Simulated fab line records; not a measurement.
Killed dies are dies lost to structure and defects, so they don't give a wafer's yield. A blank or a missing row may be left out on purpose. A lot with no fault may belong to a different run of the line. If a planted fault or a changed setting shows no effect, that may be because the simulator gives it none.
fab line records / flow sky130
record lots=14 wafers=42 last-day=50
route steps=708 shown VIA1@458
lots that met no fault: taken from a fault-free run of the same line
start-h: hours from the record's opening day to when the first of the lot's shown wafers began / wait-h: time in hours since the lot's previous step / " same as the row above / L1.1+2: one row covering several wafers at once / - value missing, or start not given / * or withheld: withheld / < > ~ a bound
route shown NAME@n: a module of which the file shows steps, and the number in the route of the first / usual: average and standard deviation across the fault-free wafers / same: alike in all rows / chamber/n: place in a boat / sites: per-site readings / _std_site: how widely they spread, as a standard deviation / _edge_site: the outer-site mean with the inner-site mean subtracted / radius-mm: how far each site lies from the wafer's centre / mask NAME#n: copy n / behind: tool/chamber where the wafer was last shaped / hold: cause of the lot's hold/its duration in hours/its outcome / device: which transistor (n, p or np) failed to switch / end of line: at the end of the route, the tests of the same wafers / for a step that has no rows: nothing shown but its recipe / killed: not the wafer's yield, but the dies lost to structure and defects at the first sort / map: a wafer's dies, x killed, . not, _ none there
set.NAME: setting as actually run; set.NAME@STEP: the setting as run at that earlier step / model.NAME: the simulator's own value behind a step, which no gauge read
steps of the route over a sample of lots; a table a step, a row a wafer
services: a tool's chamber out of use, with start hour (start-h, from the record's first day; less than 0 if before it), hours out, and reason
## steps
# step SKY_VIA1_HDPCVD_00
# recipe material=SiO2 target-thk-nm=1030 sigma-open-frac=0.3 time-s=171.7 temp-c=400 sih4-flow-sccm=60 pressure-mtorr=6
# usual pressure-mtorr=6.000/0.014 run-length-s=199.7/0.52
lot.wafer=L444.4 tool=hdpcvd-02 chamber=1 start-h=765.61 wait-h=0.1 pressure-mtorr=6.001 run-length-s=199.4
lot.wafer=L444.5 tool=hdpcvd-02 chamber=2 start-h=765.61 wait-h=0.1 pressure-mtorr=5.996 run-length-s=200.0
lot.wafer=L444.6 tool=hdpcvd-02 chamber=0 start-h=765.61 wait-h=0.1 pressure-mtorr=6.000 run-length-s=198.6
lot.wafer=L446.1 tool=hdpcvd-02 chamber=2 start-h=778.27 wait-h=0.0 pressure-mtorr=6.020 run-length-s=199.5
lot.wafer=L446.4 tool=hdpcvd-02 chamber=0 start-h=778.27 wait-h=0.0 pressure-mtorr=6.012 run-length-s=199.0
lot.wafer=L446.5 tool=hdpcvd-02 chamber=2 start-h=778.27 wait-h=0.0 pressure-mtorr=6.035 run-length-s=199.8
lot.wafer=L448.2 tool=hdpcvd-02 chamber=0 start-h=795.67 wait-h=0.0 pressure-mtorr=6.002 run-length-s=199.1
lot.wafer=L448.4 tool=hdpcvd-02 chamber=1 start-h=795.67 wait-h=0.0 pressure-mtorr=5.977 run-length-s=199.7
lot.wafer=L448.6 tool=hdpcvd-02 chamber=2 start-h=795.67 wait-h=0.0 pressure-mtorr=5.999 run-length-s=200.2
lot.wafer=L451.4 tool=hdpcvd-02 chamber=2 start-h=830.26 wait-h=0.1 pressure-mtorr=6.007 run-length-s=199.8
lot.wafer=L451.5 tool=hdpcvd-02 chamber=0 start-h=830.26 wait-h=0.1 pressure-mtorr=6.015 run-length-s=198.8
lot.wafer=L451.6 tool=hdpcvd-02 chamber=1 start-h=830.26 wait-h=0.1 pressure-mtorr=5.993 run-length-s=199.4
lot.wafer=L452.2 tool=hdpcvd-02 chamber=1 start-h=838.62 wait-h=0.0 pressure-mtorr=5.983 run-length-s=199.4
lot.wafer=L452.3 tool=hdpcvd-02 chamber=2 start-h=838.62 wait-h=0.0 pressure-mtorr=6.006 run-length-s=199.5
lot.wafer=L452.6 tool=hdpcvd-02 chamber=2 start-h=838.62 wait-h=0.0 pressure-mtorr=6.012 run-length-s=199.4
lot.wafer=L453.3 tool=hdpcvd-02 chamber=1 start-h=845.43 wait-h=0.0 pressure-mtorr=6.003 run-length-s=199.6
lot.wafer=L453.4 tool=hdpcvd-02 chamber=1 start-h=845.43 wait-h=0.0 pressure-mtorr=5.998 run-length-s=199.7
lot.wafer=L453.5 tool=hdpcvd-02 chamber=0 start-h=845.43 wait-h=0.0 pressure-mtorr=6.025 run-length-s=199.1
lot.wafer=L454.1 tool=hdpcvd-02 chamber=0 start-h=847.63 wait-h=0.0 pressure-mtorr=6.017 run-length-s=182.2
lot.wafer=L454.3 tool=hdpcvd-02 chamber=1 start-h=847.63 wait-h=0.0 pressure-mtorr=6.000 run-length-s=183.0
lot.wafer=L454.5 tool=hdpcvd-02 chamber=0 start-h=847.63 wait-h=0.0 pressure-mtorr=6.003 run-length-s=199.5
lot.wafer=L455.2 tool=hdpcvd-01 chamber=0 start-h=851.62 wait-h=0.0 pressure-mtorr=5.964 run-length-s=199.5
lot.wafer=L455.3 tool=hdpcvd-01 chamber=1 start-h=851.62 wait-h=0.0 pressure-mtorr=6.007 run-length-s=199.5
lot.wafer=L455.5 tool=hdpcvd-01 chamber=1 start-h=851.62 wait-h=0.0 pressure-mtorr=6.002 run-length-s=199.2
lot.wafer=L459.3 tool=hdpcvd-02 chamber=1 start-h=885.72 wait-h=0.0 pressure-mtorr=5.981 run-length-s=182.9
lot.wafer=L459.4 tool=hdpcvd-02 chamber=2 start-h=885.72 wait-h=0.0 pressure-mtorr=5.976 run-length-s=183.3
lot.wafer=L459.6 tool=hdpcvd-02 chamber=1 start-h=885.72 wait-h=0.0 pressure-mtorr=5.998 run-length-s=199.8
lot.wafer=L461.1 tool=hdpcvd-01 chamber=0 start-h=906.02 wait-h=0.0 pressure-mtorr=6.001 run-length-s=199.7
lot.wafer=L461.2 tool=hdpcvd-01 chamber=2 start-h=906.02 wait-h=0.0 pressure-mtorr=5.999 run-length-s=200.9
lot.wafer=L461.3 tool=hdpcvd-01 chamber=1 start-h=906.02 wait-h=0.0 pressure-mtorr=6.001 run-length-s=199.5
lot.wafer=L464.2 tool=hdpcvd-01 chamber=1 start-h=919.54 wait-h=0.0 pressure-mtorr=5.982 run-length-s=200.0
lot.wafer=L464.3 tool=hdpcvd-01 chamber=2 start-h=919.54 wait-h=0.0 pressure-mtorr=5.986 run-length-s=200.1
lot.wafer=L464.4 tool=hdpcvd-01 chamber=1 start-h=919.54 wait-h=0.0 pressure-mtorr=6.015 run-length-s=199.3
lot.wafer=L465.4 tool=hdpcvd-01 chamber=1 start-h=923.86 wait-h=0.1 pressure-mtorr=6.001 run-length-s=199.4
lot.wafer=L465.5 tool=hdpcvd-01 chamber=2 start-h=923.86 wait-h=0.1 pressure-mtorr=5.997 run-length-s=200.7
lot.wafer=L465.6 tool=hdpcvd-01 chamber=0 start-h=923.86 wait-h=0.1 pressure-mtorr=6.002 run-length-s=199.5
lot.wafer=L466.1 tool=hdpcvd-01 chamber=0 start-h=930.16 wait-h=0.0 pressure-mtorr=5.999 run-length-s=199.5
lot.wafer=L466.4 tool=hdpcvd-01 chamber=2 start-h=930.16 wait-h=0.0 pressure-mtorr=5.990 run-length-s=200.7
lot.wafer=L466.6 tool=hdpcvd-01 chamber=0 start-h=930.16 wait-h=0.0 pressure-mtorr=6.025 run-length-s=199.9
lot.wafer=L467.1 tool=hdpcvd-01 chamber=2 start-h=935.15 wait-h=0.0 pressure-mtorr=5.997 run-length-s=200.4
lot.wafer=L467.2 tool=hdpcvd-01 chamber=1 start-h=935.15 wait-h=0.0 pressure-mtorr=6.010 run-length-s=199.7
lot.wafer=L467.4 tool=hdpcvd-01 chamber=2 start-h=935.15 wait-h=0.0 pressure-mtorr=5.979 run-length-s=200.5
# step SKY_VIA1_THK_MEAS_01
# recipe reads=SiO2_of_VIA1_HDPCVD_00
# usual VIA1_HDPCVD_THK=1032/10
lot.wafer=L444.4 tool=film-metro-01 chamber=- start-h=765.70 wait-h=0.0 VIA1_HDPCVD_THK[nm]=1029
lot.wafer=L444.5 tool=film-metro-01 chamber=- start-h=765.70 wait-h=0.0 VIA1_HDPCVD_THK[nm]=1034
lot.wafer=L444.6 tool=film-metro-01 chamber=- start-h=765.70 wait-h=0.0 VIA1_HDPCVD_THK[nm]=1031
lot.wafer=L446.1 tool=film-metro-03 chamber=- start-h=778.38 wait-h=0.1 VIA1_HDPCVD_THK[nm]=1025
lot.wafer=L446.4 tool=film-metro-03 chamber=- start-h=778.38 wait-h=0.1 VIA1_HDPCVD_THK[nm]=1017
lot.wafer=L446.5 tool=film-metro-03 chamber=- start-h=778.38 wait-h=0.1 VIA1_HDPCVD_THK[nm]=1011
lot.wafer=L448.2 tool=film-metro-04 chamber=- start-h=795.80 wait-h=0.1 VIA1_HDPCVD_THK[nm]=1009
lot.wafer=L448.4 tool=film-metro-04 chamber=- start-h=795.80 wait-h=0.1 VIA1_HDPCVD_THK[nm]=1007
lot.wafer=L448.6 tool=film-metro-04 chamber=- start-h=795.80 wait-h=0.1 VIA1_HDPCVD_THK[nm]=1011
lot.wafer=L451.4 tool=film-metro-01 chamber=- start-h=830.34 wait-h=0.0 VIA1_HDPCVD_THK[nm]=1025
lot.wafer=L451.5 tool=film-metro-01 chamber=- start-h=830.34 wait-h=0.0 VIA1_HDPCVD_THK[nm]=1013
lot.wafer=L451.6 tool=film-metro-01 chamber=- start-h=830.34 wait-h=0.0 VIA1_HDPCVD_THK[nm]=1019
lot.wafer=L452.2 tool=film-metro-01 chamber=- start-h=838.75 wait-h=0.1 VIA1_HDPCVD_THK[nm]=1041
lot.wafer=L452.3 tool=film-metro-01 chamber=- start-h=838.75 wait-h=0.1 VIA1_HDPCVD_THK[nm]=1034
lot.wafer=L452.6 tool=film-metro-01 chamber=- start-h=838.75 wait-h=0.1 VIA1_HDPCVD_THK[nm]=1036
lot.wafer=L453.3 tool=film-metro-04 chamber=- start-h=845.56 wait-h=0.1 VIA1_HDPCVD_THK[nm]=1039
lot.wafer=L453.4 tool=film-metro-04 chamber=- start-h=845.56 wait-h=0.1 VIA1_HDPCVD_THK[nm]=1038
lot.wafer=L453.5 tool=film-metro-04 chamber=- start-h=845.56 wait-h=0.1 VIA1_HDPCVD_THK[nm]=1034
lot.wafer=L454.1 tool=film-metro-03 chamber=- start-h=847.74 wait-h=0.1 VIA1_HDPCVD_THK[nm]=928
lot.wafer=L454.3 tool=film-metro-03 chamber=- start-h=847.74 wait-h=0.1 VIA1_HDPCVD_THK[nm]=938
lot.wafer=L454.5 tool=film-metro-03 chamber=- start-h=847.74 wait-h=0.1 VIA1_HDPCVD_THK[nm]=1028
lot.wafer=L455.2 tool=film-metro-01 chamber=- start-h=851.74 wait-h=0.1 VIA1_HDPCVD_THK[nm]=1041
lot.wafer=L455.3 tool=film-metro-01 chamber=- start-h=851.74 wait-h=0.1 VIA1_HDPCVD_THK[nm]=1053
lot.wafer=L455.5 tool=film-metro-01 chamber=- start-h=851.74 wait-h=0.1 VIA1_HDPCVD_THK[nm]=1042
lot.wafer=L459.3 tool=film-metro-01 chamber=- start-h=885.85 wait-h=0.1 VIA1_HDPCVD_THK[nm]=918
lot.wafer=L459.4 tool=film-metro-01 chamber=- start-h=885.85 wait-h=0.1 VIA1_HDPCVD_THK[nm]=926
lot.wafer=L459.6 tool=film-metro-01 chamber=- start-h=885.85 wait-h=0.1 VIA1_HDPCVD_THK[nm]=1032
lot.wafer=L461.1 tool=film-metro-01 chamber=- start-h=906.13 wait-h=0.1 VIA1_HDPCVD_THK[nm]=1023
lot.wafer=L461.2 tool=film-metro-01 chamber=- start-h=906.13 wait-h=0.1 VIA1_HDPCVD_THK[nm]=1042
lot.wafer=L461.3 tool=film-metro-01 chamber=- start-h=906.13 wait-h=0.1 VIA1_HDPCVD_THK[nm]=1027
lot.wafer=L464.2 tool=film-metro-03 chamber=- start-h=919.66 wait-h=0.1 VIA1_HDPCVD_THK[nm]=1045
lot.wafer=L464.3 tool=film-metro-03 chamber=- start-h=919.66 wait-h=0.1 VIA1_HDPCVD_THK[nm]=1033
lot.wafer=L464.4 tool=film-metro-03 chamber=- start-h=919.66 wait-h=0.1 VIA1_HDPCVD_THK[nm]=1028
lot.wafer=L465.4 tool=film-metro-04 chamber=- start-h=923.94 wait-h=0.0 VIA1_HDPCVD_THK[nm]=1029
lot.wafer=L465.5 tool=film-metro-04 chamber=- start-h=923.94 wait-h=0.0 VIA1_HDPCVD_THK[nm]=1026
lot.wafer=L465.6 tool=film-metro-04 chamber=- start-h=923.94 wait-h=0.0 VIA1_HDPCVD_THK[nm]=1019
lot.wafer=L466.1 tool=film-metro-01 chamber=- start-h=930.27 wait-h=0.1 VIA1_HDPCVD_THK[nm]=1049
lot.wafer=L466.4 tool=film-metro-01 chamber=- start-h=930.27 wait-h=0.1 VIA1_HDPCVD_THK[nm]=1023
lot.wafer=L466.6 tool=film-metro-01 chamber=- start-h=930.27 wait-h=0.1 VIA1_HDPCVD_THK[nm]=1037
lot.wafer=L467.1 tool=film-metro-01 chamber=- start-h=935.26 wait-h=0.1 VIA1_HDPCVD_THK[nm]=1050
lot.wafer=L467.2 tool=film-metro-01 chamber=- start-h=935.26 wait-h=0.1 VIA1_HDPCVD_THK[nm]=1048
lot.wafer=L467.4 tool=film-metro-01 chamber=- start-h=935.26 wait-h=0.1 VIA1_HDPCVD_THK[nm]=1055
## services
tool=hdpcvd-01 chamber=- start-h=756.67 hours=1.5 kind=repair
tool=hdpcvd-01 chamber=2 start-h=767.88 hours=36.3 kind=repair
tool=hdpcvd-02 chamber=- start-h=831.40 hours=6.0 kind=pm
tool=hdpcvd-02 chamber=- start-h=898.17 hours=1.1 kind=repair
tool=hdpcvd-01 chamber=- start-h=911.80 hours=1.4 kind=repair
## key
first-sign step=SKY_VIA1_HDPCVD_00 reading=run-length-s direction=down sigmas=32 usual=* struck=*
effect step=SKY_VIA1_THK_MEAS_01 reading=VIA1_HDPCVD_THK direction=down sigmas=10 usual=1032 struck=928
met-at SKY_VIA1_HDPCVD_00
struck-lots L454,L459
struck-wafers L454.1,L454.3,L459.3,L459.4
onset-between 845.43 847.63
fault kind=process-parameter-drift tool=hdpcvd-02 chamber=- onset-h=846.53 steps=SKY_VIA1_HDPCVD_00 channel=time-s offset=* shape=step end-h=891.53 scope=struck-wafers-only acts-in=* stated=*
